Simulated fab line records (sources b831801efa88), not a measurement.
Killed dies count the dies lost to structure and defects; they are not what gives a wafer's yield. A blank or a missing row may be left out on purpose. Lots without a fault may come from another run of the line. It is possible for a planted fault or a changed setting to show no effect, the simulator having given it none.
Which of the tools did it? | flow gf180mcu | 14 lots with 42 wafers sampled at 3 steps, on a route of 602 steps

## WHAT EACH GAUGE READ, for each wafer
GF_M5_OVL_MEAS_08.
lot  | measured     | on         | M5_OVL (nm)
L950 | day 26 05:34 | overlay-01 | -5 -8 4
L951 | day 26 12:37 | overlay-01 | 9 1 5
L952 | day 26 18:37 | overlay-02 | 1 -6 -5
L954 | day 27 14:01 | overlay-01 | -5 8 4
L955 | day 27 17:43 | overlay-01 | -8 -11 1
L957 | day 28 16:00 | overlay-02 | 2 -3 0
L959 | day 29 06:09 | overlay-01 | 6 8 10
L962 | day 29 23:12 | overlay-01 | 9 8 -4
L963 | day 30 07:39 | overlay-02 | -7 2 3
L967 | day 31 05:22 | overlay-02 | 0 6 3
L968 | day 31 11:52 | overlay-02 | 10 -1 -6
L969 | day 31 20:58 | overlay-01 | -1 6 -4
L970 | day 32 03:20 | overlay-02 | -4 10 -5
L971 | day 32 09:24 | overlay-02 | 10 10 6

GF_V5_CD_MEAS_14 targets a cd of 260 nm.
lot  | measured     | on        | cd-nm (nm)
L950 | day 27 03:19 | cd-sem-02 | 261.0 261.0 259.5
L951 | day 27 10:36 | cd-sem-02 | 258.6 258.3 258.5
L952 | day 27 15:36 | cd-sem-01 | 257.3 257.8 257.9
L954 | day 28 11:16 | cd-sem-01 | 259.9 260.3 261.3
L955 | day 28 14:32 | cd-sem-02 | 258.1 256.9 257.9
L957 | day 29 12:43 | cd-sem-01 | 259.5 260.5 260.7
L959 | day 30 02:14 | cd-sem-01 | 261.9 261.4 260.2
L962 | day 30 18:29 | cd-sem-02 | 260.5 261.2 260.2
L963 | day 31 03:02 | cd-sem-01 | 257.3 256.8 257.8
L967 | day 32 00:09 | cd-sem-01 | 260.1 261.1 259.9
L968 | day 32 05:37 | cd-sem-02 | 260.4 257.7 258.6
L969 | day 32 15:13 | cd-sem-02 | 260.7 260.4 261.5
L970 | day 32 20:28 | cd-sem-01 | 259.7 259.8 259.5
L971 | day 33 02:50 | cd-sem-01 | 260.8 260.6 259.8

## WHAT TOOL EACH LOT RAN ON (gives the tool, then ch and the chambers of the sampled wafers, and finally the start)
lot  | GF_V5_CVD_02
L950 | pecvd-01 ch 0,1, day 26 06:26
L951 | pecvd-04 ch 0,1,2, day 26 13:27
L952 | pecvd-03 ch 0,1,2, day 26 19:32
L954 | pecvd-01 ch 0,2, day 27 14:52
L955 | pecvd-04 ch 0,2, day 27 18:34
L957 | pecvd-01 ch 0,2, day 28 16:49
L959 | pecvd-04 ch 1,2, day 29 07:01
L962 | pecvd-01 ch 0,2, day 30 00:01
L963 | pecvd-01 ch 0,1,2, day 30 08:28
L967 | pecvd-03 ch 0,1, day 31 06:13
L968 | pecvd-01 ch 0,1, day 31 12:41
L969 | pecvd-04 ch 0,1, day 31 21:47
L970 | pecvd-04 ch 0,2, day 32 04:11
L971 | pecvd-03 ch 0,1, day 32 10:13
- GF_V5_CVD_02: deposits SiO2 from TEOS, target thk 1450 nm, time 163.28 s.

## AS READ BY THE TOOLS THEMSELVES (means over the sampled wafers that have a number; for cases with no such wafer, the mark the record gives instead)
GF_V5_CVD_02.
lot  | tool     | heater-power-w (W)
L950 | pecvd-01 | 724
L951 | pecvd-04 | 708
L952 | pecvd-03 | 612
L954 | pecvd-01 | 681
L955 | pecvd-04 | 585
L957 | pecvd-01 | 680
L959 | pecvd-04 | 720
L962 | pecvd-01 | 649
L963 | pecvd-01 | 655
L967 | pecvd-03 | 536
L968 | pecvd-01 | 716
L969 | pecvd-04 | 704
L970 | pecvd-04 | 595
L971 | pecvd-03 | 574

## THE ANSWER, worked out from the rows above alone
Rule: what is usual is taken from the lots themselves. The widest of any qualifying gaps counts: lots, ordered by their means at a reading, are off when they make up no more than a third of the lots, leave a main group of 4 or more, and stand apart from it by 3 or more times the standard deviation of that group's means. A main group is skipped when, at the precision printed for the reading in the tables above, its means are all equal. A lot without any number at a reading at which 4 lots or more have one is off too. Any other lot the step has rows for is counted as sound. Order of review: gauges by route order, followed by the tools' own readings, for which a lot's mean as printed above is used. At the first step where some lot is off, the reading lying furthest off is the one used; lots without a number count as furthest.
No lot is off at any reading shown: from this, nothing can be told.

## WHAT THE SIMULATOR HAD INSERTED
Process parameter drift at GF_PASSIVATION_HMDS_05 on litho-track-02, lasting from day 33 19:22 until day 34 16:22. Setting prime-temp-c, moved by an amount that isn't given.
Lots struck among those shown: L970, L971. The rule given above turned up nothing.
